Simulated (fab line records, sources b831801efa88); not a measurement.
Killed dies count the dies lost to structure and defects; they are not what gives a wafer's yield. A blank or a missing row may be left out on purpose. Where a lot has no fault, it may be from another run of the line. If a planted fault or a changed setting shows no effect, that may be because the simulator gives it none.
The tool behind it: which one? || flow gf180mcu || 24 lots with 72 wafers sampled at 3 steps, on a route of 602 steps

== WHAT THE GAUGES READ, wafer by wafer ==
GF_V3_THK_MEAS_25: measures by xrf.
{"lot": "L074", "measured": "day 22 07:02", "on": "film_metro-02", "V3_W_THK (nm)": "328 328 325"}
{"lot": "L075", "measured": "day 22 20:27", "on": "film_metro-02", "V3_W_THK (nm)": "328 336 328"}
{"lot": "L076", "measured": "day 22 22:46", "on": "film_metro-01", "V3_W_THK (nm)": "330 337 332"}
{"lot": "L077", "measured": "day 23 15:15", "on": "film_metro-02", "V3_W_THK (nm)": "329 335 335"}
{"lot": "L078", "measured": "day 24 03:53", "on": "film_metro-02", "V3_W_THK (nm)": "332 333 339"}
{"lot": "L079", "measured": "day 24 04:49", "on": "film_metro-01", "V3_W_THK (nm)": "337 333 328"}
{"lot": "L080", "measured": "day 24 23:51", "on": "film_metro-03", "V3_W_THK (nm)": "340 339 340"}
{"lot": "L081", "measured": "day 25 00:04", "on": "film_metro-03", "V3_W_THK (nm)": "336 335 330"}
{"lot": "L082", "measured": "day 25 06:51", "on": "film_metro-03", "V3_W_THK (nm)": "334 338 337"}
{"lot": "L083", "measured": "day 25 16:48", "on": "film_metro-03", "V3_W_THK (nm)": "340 336 336"}
{"lot": "L084", "measured": "day 26 03:35", "on": "film_metro-03", "V3_W_THK (nm)": "330 331 333"}
{"lot": "L085", "measured": "day 26 07:20", "on": "film_metro-02", "V3_W_THK (nm)": "333 339 337"}
{"lot": "L086", "measured": "day 26 16:59", "on": "film_metro-02", "V3_W_THK (nm)": "324 325 327"}
{"lot": "L087", "measured": "day 26 20:42", "on": "film_metro-02", "V3_W_THK (nm)": "334 334 335"}
{"lot": "L088", "measured": "day 27 07:43", "on": "film_metro-01", "V3_W_THK (nm)": "333 325 325"}
{"lot": "L089", "measured": "day 27 18:10", "on": "film_metro-03", "V3_W_THK (nm)": "342 331 338"}
{"lot": "L090", "measured": "day 28 04:46", "on": "film_metro-02", "V3_W_THK (nm)": "337 336 338"}
{"lot": "L091", "measured": "day 28 05:37", "on": "film_metro-01", "V3_W_THK (nm)": "323 322 325"}
{"lot": "L092", "measured": "day 28 09:41", "on": "film_metro-01", "V3_W_THK (nm)": "335 335 324"}
{"lot": "L093", "measured": "day 28 20:51", "on": "film_metro-01", "V3_W_THK (nm)": "332 331 326"}
{"lot": "L094", "measured": "day 29 03:12", "on": "film_metro-03", "V3_W_THK (nm)": "340 339 340"}
{"lot": "L095", "measured": "day 29 05:42", "on": "film_metro-01", "V3_W_THK (nm)": "336 337 336"}
{"lot": "L096", "measured": "day 29 11:43", "on": "film_metro-01", "V3_W_THK (nm)": "321 334 329"}
{"lot": "L097", "measured": "day 29 20:45", "on": "film_metro-03", "V3_W_THK (nm)": "338 338 336"}

GF_V4_THK_MEAS_03.
{"lot": "L074", "measured": "day 23 07:33", "on": "film_metro-02", "V4_CVD_02_THK (nm)": "844 867 856"}
{"lot": "L075", "measured": "day 23 20:24", "on": "film_metro-02", "V4_CVD_02_THK (nm)": "848 843 868"}
{"lot": "L076", "measured": "day 23 23:17", "on": "film_metro-02", "V4_CVD_02_THK (nm)": "834 867 859"}
{"lot": "L077", "measured": "day 24 15:21", "on": "film_metro-01", "V4_CVD_02_THK (nm)": "854 840 862"}
{"lot": "L078", "measured": "day 25 03:04", "on": "film_metro-01", "V4_CVD_02_THK (nm)": "864 847 861"}
{"lot": "L079", "measured": "day 25 04:40", "on": "film_metro-01", "V4_CVD_02_THK (nm)": "847 850 868"}
{"lot": "L080", "measured": "day 25 22:19", "on": "film_metro-01", "V4_CVD_02_THK (nm)": "837 857 856"}
{"lot": "L081", "measured": "day 25 22:36", "on": "film_metro-02", "V4_CVD_02_THK (nm)": "845 863 866"}
{"lot": "L082", "measured": "day 26 05:43", "on": "film_metro-04", "V4_CVD_02_THK (nm)": "844 860 857"}
{"lot": "L083", "measured": "day 26 16:07", "on": "film_metro-01", "V4_CVD_02_THK (nm)": "839 843 866"}
{"lot": "L084", "measured": "day 27 01:15", "on": "film_metro-04", "V4_CVD_02_THK (nm)": "831 853 863"}
{"lot": "L085", "measured": "day 27 05:28", "on": "film_metro-02", "V4_CVD_02_THK (nm)": "857 852 858"}
{"lot": "L086", "measured": "day 27 14:59", "on": "film_metro-01", "V4_CVD_02_THK (nm)": "838 842 855"}
{"lot": "L087", "measured": "day 27 18:44", "on": "film_metro-04", "V4_CVD_02_THK (nm)": "865 842 846"}
{"lot": "L088", "measured": "day 28 05:13", "on": "film_metro-02", "V4_CVD_02_THK (nm)": "848 827 845"}
{"lot": "L089", "measured": "day 28 15:04", "on": "film_metro-04", "V4_CVD_02_THK (nm)": "844 848 857"}
{"lot": "L090", "measured": "day 29 01:32", "on": "film_metro-01", "V4_CVD_02_THK (nm)": "859 875 867"}
{"lot": "L091", "measured": "day 29 02:06", "on": "film_metro-01", "V4_CVD_02_THK (nm)": "840 846 851"}
{"lot": "L092", "measured": "day 29 06:46", "on": "film_metro-01", "V4_CVD_02_THK (nm)": "846 852 848"}
{"lot": "L093", "measured": "day 29 17:17", "on": "film_metro-01", "V4_CVD_02_THK (nm)": "841 853 875"}
{"lot": "L094", "measured": "day 29 22:28", "on": "film_metro-02", "V4_CVD_02_THK (nm)": "824 845 829"}
{"lot": "L095", "measured": "day 30 02:35", "on": "film_metro-01", "V4_CVD_02_THK (nm)": "871 861 870"}
{"lot": "L096", "measured": "day 30 07:39", "on": "film_metro-04", "V4_CVD_02_THK (nm)": "856 856 853"}
{"lot": "L097", "measured": "day 30 16:30", "on": "film_metro-01", "V4_CVD_02_THK (nm)": "846 854 871"}

== TOOL THAT RAN EACH LOT (tool first, then ch and the chambers of the sampled wafers, then the start) ==
{"lot": "L074", "GF_M4_SPUTTER_03": "pvd_sputter-04, day 22 07:34"}
{"lot": "L075", "GF_M4_SPUTTER_03": "pvd_sputter-01, day 22 20:57"}
{"lot": "L076", "GF_M4_SPUTTER_03": "pvd_sputter-01, day 22 23:17"}
{"lot": "L077", "GF_M4_SPUTTER_03": "pvd_sputter-04, day 23 15:46"}
{"lot": "L078", "GF_M4_SPUTTER_03": "pvd_sputter-03, day 24 04:24"}
{"lot": "L079", "GF_M4_SPUTTER_03": "pvd_sputter-01, day 24 06:07"}
{"lot": "L080", "GF_M4_SPUTTER_03": "pvd_sputter-03, day 25 00:22"}
{"lot": "L081", "GF_M4_SPUTTER_03": "pvd_sputter-01, day 25 00:40"}
{"lot": "L082", "GF_M4_SPUTTER_03": "pvd_sputter-01, day 25 07:22"}
{"lot": "L083", "GF_M4_SPUTTER_03": "pvd_sputter-04, day 25 17:20"}
{"lot": "L084", "GF_M4_SPUTTER_03": "pvd_sputter-04, day 26 04:07"}
{"lot": "L085", "GF_M4_SPUTTER_03": "pvd_sputter-03, day 26 07:51"}
{"lot": "L086", "GF_M4_SPUTTER_03": "pvd_sputter-01, day 26 17:28"}
{"lot": "L087", "GF_M4_SPUTTER_03": "pvd_sputter-03, day 26 21:13"}
{"lot": "L088", "GF_M4_SPUTTER_03": "pvd_sputter-04, day 27 08:14"}
{"lot": "L089", "GF_M4_SPUTTER_03": "pvd_sputter-04, day 27 18:40"}
{"lot": "L090", "GF_M4_SPUTTER_03": "pvd_sputter-03, day 28 05:16"}
{"lot": "L091", "GF_M4_SPUTTER_03": "pvd_sputter-01, day 28 06:08"}
{"lot": "L092", "GF_M4_SPUTTER_03": "pvd_sputter-04, day 28 10:11"}
{"lot": "L093", "GF_M4_SPUTTER_03": "pvd_sputter-03, day 28 21:22"}
{"lot": "L094", "GF_M4_SPUTTER_03": "pvd_sputter-01, day 29 03:43"}
{"lot": "L095", "GF_M4_SPUTTER_03": "pvd_sputter-03, day 29 06:13"}
{"lot": "L096", "GF_M4_SPUTTER_03": "pvd_sputter-04, day 29 12:14"}
{"lot": "L097", "GF_M4_SPUTTER_03": "pvd_sputter-03, day 29 21:16"}
- GF_M4_SPUTTER_03: material Ti, target thk 10 nm, time 6.7 s.

== WHAT THE TOOLS THEMSELVES READ (means of the sampled wafers that have a number; where no wafer has one, the mark that the record gives instead) ==
GF_M4_SPUTTER_03.
{"lot": "L074", "tool": "pvd_sputter-04", "throttle_valve_pct (%)": 29.7}
{"lot": "L075", "tool": "pvd_sputter-01", "throttle_valve_pct (%)": 29.5}
{"lot": "L076", "tool": "pvd_sputter-01", "throttle_valve_pct (%)": 29.0}
{"lot": "L077", "tool": "pvd_sputter-04", "throttle_valve_pct (%)": 29.6}
{"lot": "L078", "tool": "pvd_sputter-03", "throttle_valve_pct (%)": 30.3}
{"lot": "L079", "tool": "pvd_sputter-01", "throttle_valve_pct (%)": 29.2}
{"lot": "L080", "tool": "pvd_sputter-03", "throttle_valve_pct (%)": 30.3}
{"lot": "L081", "tool": "pvd_sputter-01", "throttle_valve_pct (%)": 29.4}
{"lot": "L082", "tool": "pvd_sputter-01", "throttle_valve_pct (%)": 29.1}
{"lot": "L083", "tool": "pvd_sputter-04", "throttle_valve_pct (%)": 29.2}
{"lot": "L084", "tool": "pvd_sputter-04", "throttle_valve_pct (%)": 29.7}
{"lot": "L085", "tool": "pvd_sputter-03", "throttle_valve_pct (%)": 30.5}
{"lot": "L086", "tool": "pvd_sputter-01", "throttle_valve_pct (%)": 29.9}
{"lot": "L087", "tool": "pvd_sputter-03", "throttle_valve_pct (%)": 30.6}
{"lot": "L088", "tool": "pvd_sputter-04", "throttle_valve_pct (%)": 29.2}
{"lot": "L089", "tool": "pvd_sputter-04", "throttle_valve_pct (%)": 29.8}
{"lot": "L090", "tool": "pvd_sputter-03", "throttle_valve_pct (%)": 30.5}
{"lot": "L091", "tool": "pvd_sputter-01", "throttle_valve_pct (%)": 29.2}
{"lot": "L092", "tool": "pvd_sputter-04", "throttle_valve_pct (%)": 29.8}
{"lot": "L093", "tool": "pvd_sputter-03", "throttle_valve_pct (%)": 30.1}
{"lot": "L094", "tool": "pvd_sputter-01", "throttle_valve_pct (%)": 29.4}
{"lot": "L095", "tool": "pvd_sputter-03", "throttle_valve_pct (%)": 30.4}
{"lot": "L096", "tool": "pvd_sputter-04", "throttle_valve_pct (%)": 29.4}
{"lot": "L097", "tool": "pvd_sputter-03", "throttle_valve_pct (%)": 31.2}

== THE ANSWER, worked out from the rows above alone ==
Rule: what is usual is taken from the lots themselves. The widest of any qualifying gaps counts: lots, ordered by their means at a reading, are off when they make up no more than a third of the lots, leave a main group of 4 or more, and stand apart from it by 3 or more times the standard deviation of that group's means. A main group whose means are all the same, to the digits that the tables above print for the reading, isn't used. Also off: a lot with no number at a reading for which 4 or more lots have one. The other lots that the step has rows for count as sound. After the gauges, taken in route order, come the tools' own readings; for these a lot's mean is taken, as printed above. At the first step where some lot is off, the reading lying furthest off is the one used; lots without a number count as furthest.
No lot is off on any of the readings shown, so nothing can be concluded from this.

== WHAT THE SIMULATOR PUT IN ==
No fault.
